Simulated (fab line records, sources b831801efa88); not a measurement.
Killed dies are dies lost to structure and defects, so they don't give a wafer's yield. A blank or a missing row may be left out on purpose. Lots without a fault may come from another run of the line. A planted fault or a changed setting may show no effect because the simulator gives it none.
One fault seen from 2 desks | flow sfq_line | each desk has only its own numbers; what lay behind them comes last

THE TOOL OWNER'S DESK: litho_track-03
The tool's own readings at SFQ_TRILAYER_R5_LITHO_COAT_136 (resist thk 600 nm): means of the sampled wafers that have a number, for each lot that ran on this tool. A lot is out of limits, marked OUT, if its mean lies more than 4 standard deviations from the usual mean; the brackets give that distance.
Columns: A = spin_speed_rpm at SFQ_TRILAYER_R5_LITHO_COAT_136, usual 2999.9 rpm
lot  | first seen here | A
L760 | day 57 00:42    | 2998.9
L771 | day 60 00:59    | 2916.1 (-42) OUT
L772 | day 60 03:59    | 2914.4 (-43) OUT
This desk's finding: out of limits on L771, L772; first on L771, day 60 00:59 (spin_speed_rpm at SFQ_TRILAYER_R5_LITHO_COAT_136). In limits: L760.

THE METROLOGY DESK
What the gauges read, lot by lot, whatever tool the lot ran on: means of the sampled wafers that have a number. A lot is out of limits, marked OUT, if its mean lies more than 4 standard deviations from the usual mean; the brackets give that distance.
Columns: A = R5_MONX_RS at SFQ_R5_RS_MEAS_933, usual 7.03 ohm/sq; B = R5_MONX_THK at SFQ_R5_THK_MEAS_934, usual 39.6 nm; C = R5_OVL at SFQ_R5_OVL_MEAS_935, usual 3 nm
lot  | first seen here | A    | B    | C
L760 | day 57 00:11    | 7.11 | 39.2 | 4
L765 | day 57 22:59    | 7.01 | 39.9 | 5
L771 | day 60 00:30    | 6.95 | 40.0 | 6
L772 | day 60 03:30    | 7.06 | 39.2 | 0
L778 | day 61 02:53    | 7.06 | 39.6 | 6
L780 | day 61 21:49    | 7.06 | 39.2 | 0
This desk's finding: nothing out of limits on any of the 6 lots.

PUT TOGETHER
The tool owner's desk could have raised an alarm at day 60 00:59, on L771, L772.
The metrology desk saw nothing out of limits.
The metrology desk has L771, L772 on record, within its limits.
Of the lots named, all ran SFQ_TRILAYER_R5_LITHO_COAT_136 on litho_track-03.

WHAT THE SIMULATOR HAD PUT IN
Process parameter drift: litho_track-03, from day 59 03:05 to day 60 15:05, at SFQ_TRILAYER_R5_LITHO_COAT_136. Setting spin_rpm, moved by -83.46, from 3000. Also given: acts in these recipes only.
Lots struck among those shown: L771, L772.
Hours from the fault's start to each desk's first reading out of limits: the tool owner's desk, 22.
